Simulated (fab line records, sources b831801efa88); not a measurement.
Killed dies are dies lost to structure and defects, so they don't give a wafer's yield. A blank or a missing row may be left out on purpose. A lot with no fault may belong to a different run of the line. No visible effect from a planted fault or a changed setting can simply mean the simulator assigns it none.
The tool behind it: which one?    flow gf180mcu    36 wafers from 12 lots sampled at 5 of the route's 602 steps

== WHAT THE GAUGES READ, wafer by wafer ==
GF_V3_THK_MEAS_25: measures by xrf. Usual: V3_W_THK 347 nm, standard deviation 4.4.
lot   measured      on            V3_W_THK (nm)  flag
L507  day 22 08:39  filmMetro-02  351 347 348    
L508  day 22 19:01  filmMetro-02  356 355 357    
L510  day 23 17:04  filmMetro-02  349 354 355    
L513  day 24 16:04  filmMetro-01  349 351 348    
L514  day 24 22:33  filmMetro-01  349 351 346    
L521  day 27 08:37  filmMetro-01  346 343 350    
L522  day 27 19:41  filmMetro-02  348 348 349    
L523  day 27 20:53  filmMetro-04  344 345 347    
L525  day 28 13:19  filmMetro-01  351 345 347    
L526  day 28 16:01  filmMetro-02  341 340 342    
L528  day 29 07:28  filmMetro-04  343 348 341    
L529  day 29 13:33  filmMetro-01  341 344 340    

GF_V5_OVL_MEAS_15. Usual: V5_OVL 2 nm, standard deviation 4.6.
lot   measured      on          V5_OVL (nm)  flag
L507  day 27 03:23  overlay-01  14 1 8       
L508  day 27 13:23  overlay-02  9 -1 2       
L510  day 28 13:44  overlay-02  2 3 6        
L513  day 29 04:26  overlay-01  6 4 11       
L514  day 29 08:37  overlay-02  3 4 -2       
L521  day 31 11:43  overlay-02  1 2 -2       
L522  day 31 21:40  overlay-02  -2 -5 -8     
L523  day 31 23:44  overlay-02  6 2 0        
L525  day 32 12:40  overlay-01  6 4 3        
L526  day 32 14:59  overlay-02  1 4 1        
L528  day 33 03:35  overlay-02  4 3 -1       
L529  day 33 09:43  overlay-01  3 -1 3       

GF_TOP_METAL_CD_MEAS_14 targets a cd of 440 nm. Usual: 440.4 nm for cdNm, sd 2.5.
lot   measured      on        cdNm (nm)          flag
L507  day 28 01:14  cdSem-01  442.0 443.8 439.9  
L508  day 28 11:04  cdSem-01  438.3 438.7 437.6  
L510  day 29 10:25  cdSem-02  462.9 462.9 464.1  OFF
L513  day 30 00:45  cdSem-01  460.4 460.0 461.3  OFF
L514  day 30 05:13  cdSem-02  459.9 456.7 458.1  OFF
L521  day 32 06:04  cdSem-01  441.7 442.1 440.9  
L522  day 32 15:28  cdSem-02  438.5 439.7 437.4  
L523  day 32 17:37  cdSem-02  438.2 436.9 436.0  
L525  day 33 06:10  cdSem-01  434.7 436.0 435.1  
L526  day 33 08:10  cdSem-02  442.9 441.2 441.5  
L528  day 33 20:31  cdSem-01  442.8 444.0 442.2  
L529  day 34 02:26  cdSem-02  439.6 439.1 438.8  

== WHICH TOOL RAN EACH LOT (tool, then ch and the chambers of the sampled wafers, then the start) ==
lot   GF_V4_CVD_02                     GF_TOP_METAL_COAT_09
L507  pecvd-01 ch 0,1,2, day 23 08:59  lithoTrack-04 ch 0, day 27 15:02
L508  pecvd-02 ch 1,2, day 23 19:18    lithoTrack-04 ch 0, day 28 00:57
L510  pecvd-03 ch 0,2, day 24 16:44    lithoTrack-04 ch 0, day 29 00:35
L513  pecvd-02 ch 0,2, day 25 14:30    lithoTrack-04 ch 0, day 29 15:12
L514  pecvd-01 ch 0,1,2, day 25 21:17  lithoTrack-04 ch 0, day 29 19:15
L521  pecvd-03 ch 0,1, day 28 06:25    lithoTrack-01 ch 0, day 31 21:55
L522  pecvd-03 ch 1,2, day 28 16:33    lithoTrack-01 ch 0, day 32 07:22
L523  pecvd-03 ch 0,1,2, day 28 17:58  lithoTrack-04 ch 0, day 32 09:26
L525  pecvd-02 ch 0,1, day 29 09:50    lithoTrack-04 ch 0, day 32 22:02
L526  pecvd-03 ch 0,2, day 29 12:45    lithoTrack-03 ch 0, day 33 00:12
L528  pecvd-02 ch 0,2, day 30 03:50    lithoTrack-01 ch 0, day 33 13:02
L529  pecvd-01 ch 0,1,2, day 30 10:02  lithoTrack-01 ch 0, day 33 18:38
- GF_V4_CVD_02: deposits SiO2 from TEOS, target thk 850 nm, time 94.851 s.
- GF_TOP_METAL_COAT_09: resist thk 1500 nm.

== WHAT THE TOOLS THEMSELVES READ (means of the sampled wafers that have a number; where no wafer has one, the mark that the record gives instead) ==
GF_V4_CVD_02. Usual: 647 W for heaterPowerW, sd 120.
lot   tool      heaterPowerW (W)  flag
L507  pecvd-01  694               
L508  pecvd-02  638               
L510  pecvd-03  568               
L513  pecvd-02  717               
L514  pecvd-01  676               
L521  pecvd-03  618               
L522  pecvd-03  559               
L523  pecvd-03  581               
L525  pecvd-02  693               
L526  pecvd-03  675               
L528  pecvd-02  642               
L529  pecvd-01  705               

GF_TOP_METAL_COAT_09. Usual: 23.00 C for chillPlateTempC, sd 0.1.
lot   tool           chillPlateTempC (C)  flag
L507  lithoTrack-04  23.03                
L508  lithoTrack-04  23.12                
L510  lithoTrack-04  22.95                
L513  lithoTrack-04  22.88                
L514  lithoTrack-04  22.86                
L521  lithoTrack-01  22.98                
L522  lithoTrack-01  22.95                
L523  lithoTrack-04  22.96                
L525  lithoTrack-04  23.06                
L526  lithoTrack-03  23.14                
L528  lithoTrack-01  23.09                
L529  lithoTrack-01  22.90                

== THE ANSWER, worked out from the rows above alone ==
Rule: a lot counts as off when the mean over its wafers that have a number is more than 3 standard deviations away from the usual mean. A lot without any number at a reading at which 4 lots or more have one is off too. All remaining lots with rows at the step are treated as sound. The gauges are gone through in route order, then the tools' own readings, and for those a lot's mean is taken as printed above. The first step at which some lot is off is used, and at that step the reading that is off furthest; a lot without a number counts as furthest.
Off: L510, L513, L514 (GF_TOP_METAL_CD_MEAS_14, cdNm).
If a tool, at a process step before that reading, ran all the lots that are off and no sound lot after the first of them, it fits. Those tools and the gauges at GF_TOP_METAL_CD_MEAS_14 are tried in the same way. Of those tried, none fits.

== WHAT THE SIMULATOR HAD PUT IN ==
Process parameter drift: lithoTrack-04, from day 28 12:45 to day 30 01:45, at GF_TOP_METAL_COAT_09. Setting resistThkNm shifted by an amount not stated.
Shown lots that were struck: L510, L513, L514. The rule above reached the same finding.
